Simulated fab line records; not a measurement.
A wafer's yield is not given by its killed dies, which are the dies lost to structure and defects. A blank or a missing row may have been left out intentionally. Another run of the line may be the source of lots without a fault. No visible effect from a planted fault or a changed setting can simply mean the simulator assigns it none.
Which of the tools did it? :: flow gf180mcu :: route of 602 steps, sampled at 1 step: 6 lots, 18 wafers

## WHAT EACH GAUGE READ, for each wafer
GF_M4_OVL_MEAS_15.
lot: L329
measured: day 24 21:15
on: overlay-01
M4_OVL (nm): 10 7 12

lot: L331
measured: day 25 18:35
on: overlay-01
M4_OVL (nm): 21 10 13

lot: L334
measured: day 26 12:50
on: overlay-01
M4_OVL (nm): 4 2 8

lot: L335
measured: day 27 00:05
on: overlay-01
M4_OVL (nm): 3 8 0

lot: L342
measured: day 28 15:44
on: overlay-02
M4_OVL (nm): 9 4 10

lot: L348
measured: day 30 13:59
on: overlay-01
M4_OVL (nm): -8 -3 2

## EACH LOT AND THE TOOL THAT RAN IT (in order: tool; ch and the chambers of the sampled wafers; start)
Record: no process step prior to these readings.

## THE ANSWER, worked out from the rows above alone
Rule: the lots themselves supply what counts as usual. Put in order of their means at a reading, lots are off if they are a third of the lots or fewer, leave a main group of 4 or more, and stand apart from it by a gap of 3 or more times the standard deviation of the main group's means; of several such gaps the widest counts. Not used: any main group whose means are identical at the precision the tables above print for the reading. Also off: a lot with no number at a reading for which 4 or more lots have one. The other lots that the step has rows for count as sound.
Nothing can be told from this: no lot is off at any reading shown.

## WHAT WAS PUT IN BY THE SIMULATOR
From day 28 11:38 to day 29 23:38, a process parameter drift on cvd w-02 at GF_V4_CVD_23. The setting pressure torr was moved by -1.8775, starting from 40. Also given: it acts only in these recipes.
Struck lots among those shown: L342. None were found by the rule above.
